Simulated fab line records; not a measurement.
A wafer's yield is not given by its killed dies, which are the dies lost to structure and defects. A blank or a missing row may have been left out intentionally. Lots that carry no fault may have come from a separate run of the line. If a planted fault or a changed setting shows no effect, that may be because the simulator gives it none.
One fault through the eyes of 2 desks -- flow sfq-line -- every desk sees just its own numbers, and what lay behind them comes last

FOR THE TOOL OWNER'S DESK: pvd-sputter-03
The tool's own readings at SFQ_TRILAYER_L0_DEP_SPUTTER_003 (material MoNx KI, target thk 40 nm, time 100 s): means of the sampled wafers that have a number, for each lot that ran on this tool. The brackets show how far a lot's mean lies from the usual mean; more than 4 standard deviations puts the lot out of limits, marked OUT.
Columns: A = chamber-pressure-pa at SFQ_TRILAYER_L0_DEP_SPUTTER_003, usual 0.4001 Pa; B = throttle-valve-pct at SFQ_TRILAYER_L0_DEP_SPUTTER_003, usual 30.0 %
lot,first seen here,A,B
L567,day 2 13:29,0.3993,28.8
L568,day 2 18:29,0.4001,30.2
L569,day 2 23:29,0.4005,30.9
L571,day 3 09:29,0.4001,30.3
L573,day 3 19:29,0.4003,30.8
L575,day 4 05:29,0.3992,30.2
L577,day 4 15:29,0.4004,31.8
Result from this desk: across the 7 lots, nothing is out of limits.

METROLOGY DESK
Means of the sampled wafers that have a number, per lot and without regard to the tool the lot ran on: this is what the gauges read. The brackets show how far a lot's mean lies from the usual mean; more than 4 standard deviations puts the lot out of limits, marked OUT.
Columns: A = L0_MONX_KI_RS at SFQ_L0_RS_MEAS_901, usual 43.4 ohm/sq; B = L0_MONX_KI_THK at SFQ_L0_THK_MEAS_902, usual 40.8 nm; C = M3_OVL at SFQ_M3_OVL_MEAS_921, usual 0 nm
lot,first seen here,A,B,C
L562,day 1 12:35,43.6,40.5,0
L565,day 2 03:34,43.0,41.2,-6
L566,day 2 08:35,43.8,40.5,5
L567,day 2 13:37,43.3,40.9,-3
L568,day 2 18:36,43.5,40.8,-7
L569,day 2 23:34,43.4,40.6,0
L570,day 3 04:34,43.1,41.1,-4
L571,day 3 09:34,43.3,40.8,0
L573,day 3 19:37,29.6 (-37) OUT,59.6 (+48) OUT,4
L574,day 4 00:35,43.5,40.6,-6
L575,day 4 05:34,36.8 (-18) OUT,49.8 (+23) OUT,-0
L577,day 4 15:36,38.7 (-13) OUT,47.2 (+16) OUT,0
L581,day 5 11:35,43.2,41.0,-4
L582,day 5 16:35,44.0,40.1,-1
L585,day 6 07:35,42.7,41.6,-2
This desk finds L573, L575, L577 out of limits, with the earliest case on L573 at day 3 19:37 (L0_MONX_KI_RS at SFQ_L0_RS_MEAS_901). L562, L565, L566, L567, L568, L569, L570, L571, L574, L581, L582, L585: within limits.

BROUGHT TOGETHER
The metrology desk could have raised an alarm at day 3 19:37, on L573, L575, L577.
The desk of the tool owner found nothing out of limits.
The tool owner's desk has L573, L575, L577 on record, within its limits.
The lots listed all ran SFQ_TRILAYER_L0_DEP_SPUTTER_003 on pvd-sputter-03.

WHAT WAS PUT IN BY THE SIMULATOR
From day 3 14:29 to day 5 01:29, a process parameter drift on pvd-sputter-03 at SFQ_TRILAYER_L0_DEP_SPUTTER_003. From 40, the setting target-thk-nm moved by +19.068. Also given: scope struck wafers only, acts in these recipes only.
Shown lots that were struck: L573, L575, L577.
Time in hours between the start of the fault and the first out-of-limits reading at each desk: metrology desk, 5.
